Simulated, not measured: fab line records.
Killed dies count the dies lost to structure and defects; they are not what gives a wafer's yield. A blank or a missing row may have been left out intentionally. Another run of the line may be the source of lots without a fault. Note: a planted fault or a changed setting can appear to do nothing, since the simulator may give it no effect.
fab line records	flow sky130
record lots=6	wafers=18	last_day=50
route steps=708 shown LOCAL_INTERCONNECT@394 CONTACT@406 PAD_OPEN@708
lots that met no fault: taken from a fault-free run of the same line
start_h: hours from the record's opening day to when the first of the lot's shown wafers began	wait_h: hours elapsed since this lot's preceding step	" identical to the entry in the row above	L1.1+2: one row covering several wafers at once	- no value present, or no start provided	* or withheld: withheld	< > ~ a bound
route shown NAME@n: names a module that has steps shown in the file, with the first one's number in the route	usual: mean/standard deviation of fault-free wafers	same: alike in all rows	chamber/n: place in a boat	sites: per-site readings	_std_site: how widely they spread, as a standard deviation	_edge_site: mean of outer sites minus mean of inner sites	radius_mm: how far each site lies from the wafer's centre	mask NAME#n: copy n	behind: the tool/chamber that last shaped the wafer	hold: what put the lot on hold/how long, in hours/how the hold closed	device: the n, p or np transistor that did not switch	end of line: the route-end tests of the same wafers	a step given without rows: its recipe and nothing more	killed: count of dies lost to structure and defects at first sort (not the wafer's yield)	map: shows each die of a wafer: x if killed, . if not, _ if none is there
set.NAME: the setting that was run; set.NAME@STEP: the one run at that earlier step	model.NAME: the simulator's own value behind a step, which no gauge read
a table for each step, a row for each wafer; lots at some steps of the route
services: the hour from which a tool's chamber was out of use, counted from the record's first day as start_h (under 0 if before that day), plus the number of hours and why
## steps
# step SKY_LOCAL_INTERCONNECT_SOFTBAKE_07
# recipe temp_c=100	time_s=90	resist=KrF-thick
# step SKY_LOCAL_INTERCONNECT_EXPOSE_08
# recipe mask_id=LI1M	na=0.8	source_shape=annular	sigma_inner=0.55	sigma_outer=0.85	target_cd_nm=170	dose_mj=28
# step SKY_LOCAL_INTERCONNECT_PEB_09
# recipe peb_temp_c=withheld	peb_time_s=withheld	resist=KrF-thick
# step SKY_LOCAL_INTERCONNECT_DEVELOP_10
# recipe develop_time_s=60	resist=KrF-thick	dev_temp_c=21
# step SKY_LOCAL_INTERCONNECT_CD_MEAS_11
# recipe target_cd_nm=170
# usual cd_nm=169.9/1.5
lot.wafer	tool	chamber	start_h	wait_h	cd_nm
L858.3	cd_sem-01	-	712.40	-	170.3
L858.4	"	-	"	"	169.9
L858.6	"	-	"	"	170.5
L868.2	cd_sem-01	-	794.06	-	168.4
L868.3	"	-	"	"	168.3
L868.5	"	-	"	"	167.6
L870.2	cd_sem-01	-	809.38	-	168.7
L870.4	"	-	"	"	168.0
L870.6	"	-	"	"	167.3
L872.2	cd_sem-01	-	841.76	-	167.1
L872.3	"	-	"	"	168.0
L872.5	"	-	"	"	168.3
L871.1	cd_sem-02	-	848.11	-	171.9
L871.3	"	-	"	"	170.3
L871.6	"	-	"	"	171.0
L878.4	cd_sem-01	-	886.20	-	168.2
L878.5	"	-	"	"	168.2
L878.6	"	-	"	"	168.7
# step SKY_LOCAL_INTERCONNECT_OVL_MEAS_12
# usual LOCAL_INTERCONNECT_OVL=-1/5.1
lot.wafer	tool	chamber	start_h	wait_h	LOCAL_INTERCONNECT_OVL[nm]
L858.3	overlay-01	-	712.49	0.1	4
L858.4	"	-	"	"	4
L858.6	"	-	"	"	8
L868.2	overlay-02	-	794.16	0.1	-5
L868.3	"	-	"	"	-5
L868.5	"	-	"	"	-4
L870.2	overlay-01	-	809.49	0.1	-11
L870.4	"	-	"	"	-6
L870.6	"	-	"	"	-3
L872.2	overlay-01	-	841.86	0.1	-11
L872.3	"	-	"	"	-8
L872.5	"	-	"	"	-2
L871.1	overlay-01	-	848.23	0.1	-8
L871.3	"	-	"	"	-6
L871.6	"	-	"	"	-5
L878.4	overlay-01	-	886.27	0.1	-7
L878.5	"	-	"	"	-5
L878.6	"	-	"	"	-9
# step SKY_LOCAL_INTERCONNECT_ETCH_13
# recipe chemistry=N2/H2	target=BARC	ion_energy_ev=200	bias_w=100	pressure_mtorr=30	n2_flow_sccm=100	h2_flow_sccm=200	icp_w=500	stop_on=SiO2	time_s=45.9	target_depth_a=600
# usual drypump_motor_current_A=5.51/0.3	oes_product_au=0.855/0.0043	throttle_valve_pct=13.224/0.0092
lot.wafer	tool	chamber	start_h	wait_h	drypump_motor_current_A	oes_product_au	rf_hours_counter_h	throttle_valve_pct
L858.3	rie_metal-01	1	712.56	0.1	5.81	0.848	-	13.211
L858.4	"	1	"	"	5.78	0.854	-	13.213
L858.6	"	1	"	"	5.76	0.854	-	13.226
L868.2	rie_metal-04	1	794.19	0.0	5.24	0.856	7	13.228
L868.3	"	0	"	"	5.66	0.857	-	13.224
L868.5	"	0	"	"	5.66	0.857	-	13.231
L870.2	rie_metal-02	1	809.52	0.0	5.22	0.851	7	13.229
L870.4	"	1	"	"	5.23	0.845	-	13.232
L870.6	"	1	"	"	5.21	0.854	-	13.219
L872.2	rie_metal-04	0	841.89	0.0	5.67	0.852	16	13.213
L872.3	"	1	"	"	5.26	0.846	-	13.231
L872.5	"	1	"	"	5.24	0.858	-	13.218
L871.1	rie_metal-04	1	848.27	0.0	5.25	0.860	9	13.222
L871.3	"	0	"	"	5.66	0.854	-	13.220
L871.6	"	0	"	"	5.66	0.849	-	13.225
L878.4	rie_metal-01	1	886.31	0.0	5.81	0.857	-	13.232
L878.5	"	0	"	"	5.20	0.853	-	13.227
L878.6	"	1	"	"	5.79	0.858	-	13.220
# step SKY_LOCAL_INTERCONNECT_METAL_ETCH_14
# recipe target_depth_nm=110	stop_on=PSG	chemistry=Cl2/BCl3	target=TiN	resist_sidewall_deg=88	pressure_mtorr=10	icp_w=900	bias_w=48.5	Cl2_flow_sccm=60	bcl3_flow_sccm=30	time_s=31.4
# usual drypump_motor_current_A=5.5/0.3	oes_product_au=0.942/0.0063	throttle_valve_pct=21.900/0.0087
lot.wafer	tool	chamber	start_h	wait_h	drypump_motor_current_A	oes_product_au	rf_hours_counter_h	throttle_valve_pct
L858.3	rie_metal-01	1	712.68	0.1	5.8	0.950	-	21.901
L858.4	"	1	"	"	5.8	0.949	-	21.899
L858.6	"	1	"	"	5.8	0.942	-	21.910
L868.2	rie_metal-04	1	794.25	0.0	5.2	0.939	7	21.896
L868.3	"	0	"	"	5.7	0.944	-	21.891
L868.5	"	0	"	"	5.7	0.938	-	21.910
L870.2	rie_metal-02	1	809.58	0.0	5.2	0.948	7	21.883
L870.4	"	1	"	"	5.2	0.948	-	21.903
L870.6	"	1	"	"	5.2	0.944	-	21.883
L872.2	rie_metal-04	0	841.96	0.0	5.7	0.947	16	21.905
L872.3	"	1	"	"	5.2	0.940	-	21.907
L872.5	"	1	"	"	5.2	0.941	-	21.895
L871.1	rie_metal-04	1	848.35	0.1	5.3	0.943	9	21.912
L871.3	"	0	"	"	5.6	0.941	-	21.901
L871.6	"	0	"	"	5.7	0.936	-	21.885
L878.4	rie_metal-01	1	886.37	0.0	5.7	0.933	-	21.908
L878.5	"	0	"	"	5.2	0.948	-	21.899
L878.6	"	1	"	"	5.8	0.936	-	21.887
# step SKY_LOCAL_INTERCONNECT_STRIP_15
# recipe chemistry=O2/N2	power_w=1400	pressure_mtorr=1500	platen_temp_c=withheld	o2_flow_sccm=3000	n2_flow_sccm=300	overash_fraction=0.5
# usual drypump_motor_current_A=5.7/0.36	oes_product_au=0.427/0.0043	strip_time_to_endpoint_s=4.724/0.017
lot.wafer	tool	chamber	start_h	wait_h	drypump_motor_current_A	oes_product_au	rf_hours_counter_h	strip_time_to_endpoint_s
L858.3	plasma_asher-03	0	712.78	0.1	5.5	0.423	-	4.727
L858.4	"	1	"	"	5.7	0.430	-	4.730
L858.6	"	1	"	"	5.8	0.435	-	4.732
L868.2	plasma_asher-04	1	794.31	0.0	6.0	0.425	5	4.730
L868.3	"	1	"	"	6.0	0.428	-	4.715
L868.5	"	0	"	"	6.1	0.428	-	4.723
L870.2	plasma_asher-03	0	809.63	0.0	5.5	0.423	96	4.719
L870.4	"	1	"	"	5.7	0.428	-	4.738
L870.6	"	0	"	"	5.5	0.435	-	4.743
L872.2	plasma_asher-04	1	842.01	0.0	6.0	0.430	10	4.768
L872.3	"	0	"	"	6.1	0.435	-	4.748
L872.5	"	1	"	"	6.0	0.437	-	4.732
L871.1	plasma_asher-04	1	848.42	0.0	6.0	0.424	11	4.728
L871.3	"	1	"	"	6.0	0.422	-	4.712
L871.6	"	0	"	"	6.1	0.427	-	4.712
L878.4	plasma_asher-02	1	886.44	0.1	5.6	0.423	-	4.735
L878.5	"	0	"	"	5.0	0.435	-	4.738
L878.6	"	1	"	"	5.6	0.430	-	4.733
# step SKY_LOCAL_INTERCONNECT_STRIP_16
# recipe chemistry=post_etch_residue_remover	time_s=1200	temp_c=72.5
# step SKY_LOCAL_INTERCONNECT_CLEAN_17
# recipe chemistry=IPA	time_s=180	temp_c=25
# step SKY_LOCAL_INTERCONNECT_CLEAN_18
# recipe chemistry=O3/DIW	dry=n2_spin
# step SKY_CONTACT_CVD_00
# recipe material=Si3N4	target_thk_nm=75	temp_c=400	time_s=withheld	rf_w=450
# usual heater_power_outer_w=422/67	heater_power_w=734/110
lot.wafer	tool	chamber	start_h	wait_h	heater_power_outer_w	heater_power_w
L858.3	pecvd-04	2	713.34	0.0	414	751
L858.4	"	0	"	"	393	753
L858.6	"	1	"	"	332	545
L858.3	pecvd-04	2	713	-	428	753
L858.4	"	0	"	"	399	750
L858.6	"	1	"	"	320	553
L868.2	pecvd-03	0	794.90	0.0	392	613
L868.3	"	0	"	"	396	594
L868.5	"	0	"	"	411	611
L868.2	pecvd-03	0	795	-	394	598
L868.3	"	0	"	"	404	619
L868.5	"	0	"	"	402	596
L870.2	pecvd-02	0	810.27	0.0	457	790
L870.4	"	2	"	"	472	824
L870.6	"	0	"	"	468	802
L872.2	pecvd-04	2	842.60	0.0	390	715
L872.3	"	2	"	"	403	747
L872.5	"	2	"	"	401	733
L871.1	pecvd-04	0	849.01	0.0	398	763
L871.3	"	1	"	"	319	587
L871.6	"	1	"	"	321	569
L878.4	pecvd-03	1	887.05	0.0	449	757
L878.5	"	2	"	"	333	627
L878.6	"	0	"	"	331	513
# step SKY_CONTACT_THK_MEAS_01
# recipe reads=Si3N4_of_CONTACT_CVD_00
# usual CONTACT_CVD_00_THK=75.3/0.95
lot.wafer	tool	chamber	start_h	wait_h	CONTACT_CVD_00_THK[nm]
L858.3	film_metro-03	-	713.59	-	150.0
L858.4	"	-	"	"	151.0
L858.6	"	-	"	"	152.1
L858.3	film_metro-03	-	713.82	0.2	150.2
L858.4	"	-	"	"	151.1
L858.6	"	-	"	"	152.1
L868.2	film_metro-04	-	795.17	-	148.5
L868.3	"	-	"	"	150.2
L868.5	"	-	"	"	150.7
L868.2	film_metro-04	-	795.40	0.2	148.6
L868.3	"	-	"	"	150.2
L868.5	"	-	"	"	150.8
L870.2	film_metro-04	-	810.31	-	74.7
L870.4	"	-	"	"	76.2
L870.6	"	-	"	"	76.5
L872.2	film_metro-03	-	842.66	-	74.9
L872.3	"	-	"	"	76.2
L872.5	"	-	"	"	75.4
L871.1	film_metro-04	-	849.05	-	73.7
L871.3	"	-	"	"	74.0
L871.6	"	-	"	"	75.4
L878.4	film_metro-01	-	887.10	-	75.1
L878.5	"	-	"	"	76.2
L878.6	"	-	"	"	75.0
# step SKY_PAD_OPEN_PROBE_99
# usual defect_limited_yield=82.4/2.1	killed_at_M0_to_M3=44/7	killed_at_M4_up=3.0/1.9	killed_at_contacts=24/5.4	killed_at_front_end=15/4.6	killed_at_other=0.3/0.5	killed_dies=87/10	killed_on_rim=17/3.5	killed_open=47/7	killed_short=40/6.2	sort_bin_3_pad_short=0.9/0.5	sort_bin_5_function=10.4/1.4	sort_bin_6_memory=6.3/1.2	sort_n_pass=405/10	sort_yield_pct=82.4/2.1
# same gross_dies=492	killed_at_back_side=0	sort_bin_4_leakage[%]=0	sort_bin_8_speed[%]=0
lot.wafer	tool	chamber	start_h	wait_h	defect_limited_yield[%]	killed_at_M0_to_M3	killed_at_M4_up	killed_at_contacts	killed_at_front_end	killed_at_other	killed_dies	killed_on_rim	killed_open	killed_short	sort_bin_3_pad_short[%]	sort_bin_5_function[%]	sort_bin_6_memory[%]	sort_n_pass	sort_yield_pct[%]
L870.2	prober-02	-	1151.86	0.1	83.5	50	1	14	16	0	81	15	39	42	1.8	8.9	5.7	411	83.5
L870.4	prober-02	-	1151.96	0.2	78.3	59	6	16	26	0	107	25	55	52	1.2	11.8	8.7	385	78.3
L870.6	prober-02	-	1152.06	0.2	82.3	33	5	28	21	0	87	19	49	38	1.4	10.2	6.1	405	82.3
L872.2	prober-01	-	1170.10	0.1	82.7	40	2	27	15	1	85	20	47	38	0.6	10.4	6.3	407	82.7
L872.3	prober-01	-	1170.15	0.2	85.2	32	3	23	15	0	73	8	39	34	1.0	8.3	5.5	419	85.2
L872.5	prober-01	-	1170.25	0.2	81.5	48	6	20	17	0	91	11	57	34	0.8	10.6	7.1	401	81.5
L871.1	prober-01	-	1178.80	0.1	78.9	55	4	24	21	0	104	20	55	49	1.4	12.4	7.3	388	78.9
L871.3	prober-01	-	1178.90	0.2	82.5	34	8	33	11	0	86	10	43	43	0.8	10.4	6.3	406	82.5
L871.6	prober-01	-	1179.05	0.2	80.1	57	5	23	12	1	98	16	56	42	0.4	11.8	7.7	394	80.1
L878.4	prober-02	-	1201.68	0.2	83.9	42	3	23	11	0	79	11	49	30	0.4	9.8	5.9	413	83.9
L878.5	prober-02	-	1201.73	0.2	81.7	44	2	28	15	1	90	20	41	49	2.2	9.3	6.7	402	81.7
L878.6	prober-02	-	1201.78	0.2	86.0	35	2	20	11	1	69	14	36	33	0.4	8.9	4.7	423	86.0
# killed by level:class
L870.2 VIA1:geometric_particle:open=9 METAL1:geometric_particle:short=8 FIELD_ISO:geometric_particle:short=7 VIA3:geometric_particle:open=7 LI_CONTACT:geometric_particle:open=6 VIA1:geometric_particle:short=6 VIA2:geometric_particle:open=6 POLY_GATE:geometric_particle:short=4
L870.4 POLY_GATE:geometric_particle:open=15 VIA1:geometric_particle:open=15 METAL1:geometric_particle:short=10 VIA3:geometric_particle:short=7 METAL2:geometric_particle:short=7 VIA3:geometric_particle:open=6 POLY_GATE:geometric_particle:short=5 LI_CONTACT:geometric_particle:open=5
L870.6 VIA1:geometric_particle:open=12 CONTACT:geometric_particle:open=8 LI_CONTACT:geometric_particle:open=7 LOCAL_INTERCONNECT:geometric_particle:short=7 FIELD_ISO:geometric_particle:short=6 POLY_GATE:geometric_particle:open=6 VIA1:geometric_particle:short=5 FIELD_ISO:geometric_particle:open=4
L872.2 LI_CONTACT:geometric_particle:open=10 VIA2:geometric_particle:open=8 VIA1:geometric_particle:open=7 CONTACT:geometric_particle:open=6 VIA3:geometric_particle:open=6 CONTACT:geometric_particle:short=5 VIA1:geometric_particle:short=5 METAL2:geometric_particle:short=4
L872.3 LI_CONTACT:geometric_particle:open=9 VIA3:geometric_particle:open=7 CONTACT:geometric_particle:open=6 VIA3:geometric_particle:short=5 METAL1:geometric_particle:short=5 VIA2:geometric_particle:open=5 POLY_GATE:geometric_particle:open=4 POLY_GATE:geometric_particle:short=3
L872.5 VIA1:geometric_particle:open=18 LI_CONTACT:geometric_particle:open=8 CONTACT:geometric_particle:open=7 VIA2:geometric_particle:open=6 METAL1:geometric_particle:short=5 METAL2:geometric_particle:short=5 FIELD_ISO:geometric_particle:open=4 POLY_GATE:geometric_particle:short=4
L871.1 VIA1:geometric_particle:open=13 LI_CONTACT:geometric_particle:open=8 CONTACT:geometric_particle:open=8 VIA3:geometric_particle:open=8 VIA1:geometric_particle:short=7 METAL2:geometric_particle:short=7 FIELD_ISO:geometric_particle:short=6 METAL1:geometric_particle:short=6
L871.3 CONTACT:geometric_particle:open=14 VIA1:geometric_particle:open=12 VIA1:geometric_particle:short=10 LI_CONTACT:geometric_particle:open=7 LOCAL_INTERCONNECT:geometric_particle:short=7 METAL4:geometric_particle:short=5 FIELD_ISO:geometric_particle:short=4 LI_CONTACT:geometric_particle:short=4
L871.6 VIA1:geometric_particle:open=13 CONTACT:geometric_particle:open=10 VIA3:geometric_particle:open=9 LI_CONTACT:geometric_particle:open=8 VIA1:geometric_particle:short=8 VIA2:geometric_particle:open=6 METAL1:geometric_particle:short=5 VIA3:geometric_particle:short=5
L878.4 VIA1:geometric_particle:open=11 LOCAL_INTERCONNECT:geometric_particle:short=7 VIA3:geometric_particle:open=7 VIA2:geometric_particle:open=6 CONTACT:geometric_particle:open=6 METAL2:geometric_particle:short=6 LI_CONTACT:geometric_particle:open=5 FIELD_ISO:geometric_particle:short=3
L878.5 VIA1:geometric_particle:open=11 CONTACT:geometric_particle:short=9 CONTACT:geometric_particle:open=7 VIA2:geometric_particle:open=6 METAL2:geometric_particle:short=6 LOCAL_INTERCONNECT:geometric_particle:short=5 VIA1:geometric_particle:short=5 FIELD_ISO:geometric_particle:short=4
L878.6 CONTACT:geometric_particle:open=9 VIA1:geometric_particle:open=7 VIA2:geometric_particle:open=7 METAL1:geometric_particle:short=5 VIA3:geometric_particle:short=5 LI_CONTACT:geometric_particle:open=4 LOCAL_INTERCONNECT:geometric_particle:short=4 VIA2:geometric_particle:short=4
## services
tool	chamber	start_h	hours	kind
rie_metal-04	-	691.48	1.4	pm
pecvd-02	-	698.27	1.6	repair
rie_metal-01	0	700.02	-	clean
rie_metal-01	0	700.02	19.3	scheduled_down
pecvd-03	-	713.46	1.5	repair
pecvd-04	0	728.27	18.4	repair
plasma_asher-04	-	733.75	9.0	pm
rie_metal-01	0	745.87	1.9	repair
rie_metal-02	-	749.32	1.4	pm
plasma_asher-02	-	751.82	0.6	repair
plasma_asher-03	-	768.52	0.8	repair
rie_metal-02	0	777.84	17.2	repair
pecvd-03	2	784.95	20.2	repair
pecvd-03	-	821.27	2.8	pm
plasma_asher-03	-	834.24	7.6	repair
pecvd-02	1	844.63	6.2	repair
plasma_asher-03	-	865.08	4.4	repair
plasma_asher-02	-	869.48	2.8	pm
pecvd-04	1	870.33	3.5	repair
pecvd-04	1	876.44	21.0	repair
pecvd-04	-	877.88	5.5	pm
pecvd-03	1	879.30	4.3	repair
rie_metal-02	-	880.37	0.1	repair
rie_metal-04	-	884.68	2.8	pm
## key
first_sign step=SKY_CONTACT_CVD_00	reading=visit	direction=added
effect step=SKY_CONTACT_THK_MEAS_01	reading=visit	direction=added
effect step=SKY_CONTACT_THK_MEAS_01	reading=CONTACT_CVD_00_THK	direction=up	sigmas=79	usual=75.3	struck=150.4
met_at SKY_CONTACT_CVD_00
struck_wafers L858.3,L858.4,L858.6,L868.2,L868.3,L868.5
scrapped_behind SKY_CONTACT_THK_MEAS_01 L858.3,L858.4,L858.6,L868.2,L868.3,L868.5
fault kind=repeated_step_whole	tool=pecvd-02,pecvd-03,pecvd-04	chamber=-	onset_h=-	steps=SKY_CONTACT_CVD_00	times=1	scope=struck_lots_only
